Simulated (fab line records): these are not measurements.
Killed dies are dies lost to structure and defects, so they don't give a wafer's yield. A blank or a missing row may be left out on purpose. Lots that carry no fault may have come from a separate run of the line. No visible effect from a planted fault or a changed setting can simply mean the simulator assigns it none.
Comparing a struck lot with a sound one	flow sky130	20 steps out of a route of 708
Sound: the wafers L719.2, L719.3, L719.6. Wafers struck: L728.3, L728.5, L728.6. The cause comes at the end.
For every step that has rows: the tool of each side, followed by ch and its chambers, followed by its first start. Under that, the readings that differ: sound wafers	struck wafers	difference of the means	sigmas: that difference in standard deviations of wafers without a fault.
alike: readings with means less than 2 such deviations apart, plus words and numbers identical on both sides. not compared: withheld readings, readings lacking a value on some wafer, bounds such as >300 that could conceal the same value, and numbers that have no deviation in the record and whose values overlap.
The two part at a step that has a row with sigmas, a row that says differs or no value, or rows on one side only. When numbers do not overlap yet have no deviation, they are printed without sigmas and do not part them. Lack of a reading on every wafer of one side parts them only where that side has two or more wafers.

SKY_METAL4_SPUTTER_01: material TiN, target thk 20 nm, time 16.7 s.
  sound: pvd-sputter-03 at day 39 16:26; struck: pvd-sputter-03 at day 42 13:22
  alike: throttle-valve-pct
SKY_METAL4_SPUTTER_02: material AlCu, target thk 735 nm, time 39.1 s.
  sound: pvd-sputter-03 at day 39 16:28; struck: pvd-sputter-03 at day 42 13:23
  alike: throttle-valve-pct
SKY_METAL4_SPUTTER_03: material Ti, target thk 5 nm, time 3.3 s.
  sound: pvd-sputter-03 at day 39 16:30; struck: pvd-sputter-03 at day 42 13:25
  alike: throttle-valve-pct
SKY_METAL4_SPUTTER_04: material TiN, target thk 70 nm, time 58.3 s.
  sound: pvd-sputter-03 at day 39 16:31; struck: pvd-sputter-03 at day 42 13:26
  alike: throttle-valve-pct
SKY_CAP2M_CVD_00: deposits SiO2, target thk 15.5 nm.
  sound on pecvd-04 ch 0,1, day 39 16:34; struck on pecvd-04 ch 0,1,2, day 42 13:29
  alike: heater-power-w
SKY_CAP2M_THK_MEAS_01:
  sound: film-metro-01 at day 39 16:36; struck: film-metro-03 at day 42 13:32
  alike: CAP2M_CVD_00_THK
then, 1 step without rows for these wafers: SKY_CAP2M_SPUTTER_02 (material TiN, target thk 200 nm, time 166.7 s).
SKY_CAP2M_RS_MEAS_03: the measuring method here is four-point-probe.
  sound: film-metro-01 at day 39 16:47; struck: film-metro-01 at day 42 13:43
reading	sound	struck	difference	sigmas
CAP2M_TIN_RS (ohm/sq)	6.92 6.85 6.89	6.72 6.77 6.78	-0.13	-2
SKY_CAP2M_THK_MEAS_04: measures by xrf.
  sound: film-metro-01 at day 39 16:53; struck: film-metro-01 at day 42 13:49
  alike: CAP2M_TIN_THK
then, 3 steps without rows for these wafers: SKY_CAP2M_DEHYDRATE_05 (time 60 s); SKY_CAP2M_HMDS_06 (prime time 60 s); SKY_CAP2M_COAT_07 (resist thk 1140 nm).
SKY_CAP2M_SOFTBAKE_08: time 60 s.
  sound on litho-track-01 ch 0, day 40 04:59; struck on litho-track-02 ch 0, day 43 01:18
reading	sound	struck	difference	sigmas
heater-power-total-W (W)	56.68 56.58 56.63	58.83 58.84 58.72	+2.17	+52
plate-temp-C (C)	89.83 89.99 89.82	92.68 92.62 92.54	+2.73	+20
model.NOVOLAK_of_CAP2M_COAT_07.thk-nm (nm)	1134 1137 1137	1133 1130 1132	-4	
then, 3 steps without rows for these wafers: SKY_CAP2M_EXPOSE_09 (exposes mask CAP2M, target cd 1000 nm); SKY_CAP2M_PEB_10; SKY_CAP2M_DEVELOP_11 (develop time 60 s).
SKY_CAP2M_OVL_MEAS_12:
  sound: overlay-01 at day 40 16:51; struck: overlay-02 at day 43 12:58
  alike: CAP2M_OVL
SKY_CAP2M_METAL_ETCH_13: etches TiN in Cl2/BCl3, stops on SiO2, target depth 220 nm, time 62.9 s.
  sound on rie-metal-01 ch 1, day 40 16:53; struck on rie-metal-04 ch 0,1, day 43 13:01
reading	sound	struck	difference	sigmas
oes-product-au (a.u.)	0.937 0.936 0.927	0.957 0.951 0.948	+0.019	+3
  alike: drypump-motor-current-A, throttle-valve-pct
  not compared: rf-hours-counter-h, model.NOVOLAK_of_CAP2M_COAT_07.thk-nm
then, 2 steps without rows for these wafers: SKY_CAP2M_STRIP_14 (strips in O2/N2); SKY_PAD_OPEN_PROBE_99.

== WHERE THEY PART ==
At SKY_CAP2M_RS_MEAS_03 first; at SKY_CAP2M_METAL_ETCH_13 last (within this record only).

WHY: what the simulator had put in
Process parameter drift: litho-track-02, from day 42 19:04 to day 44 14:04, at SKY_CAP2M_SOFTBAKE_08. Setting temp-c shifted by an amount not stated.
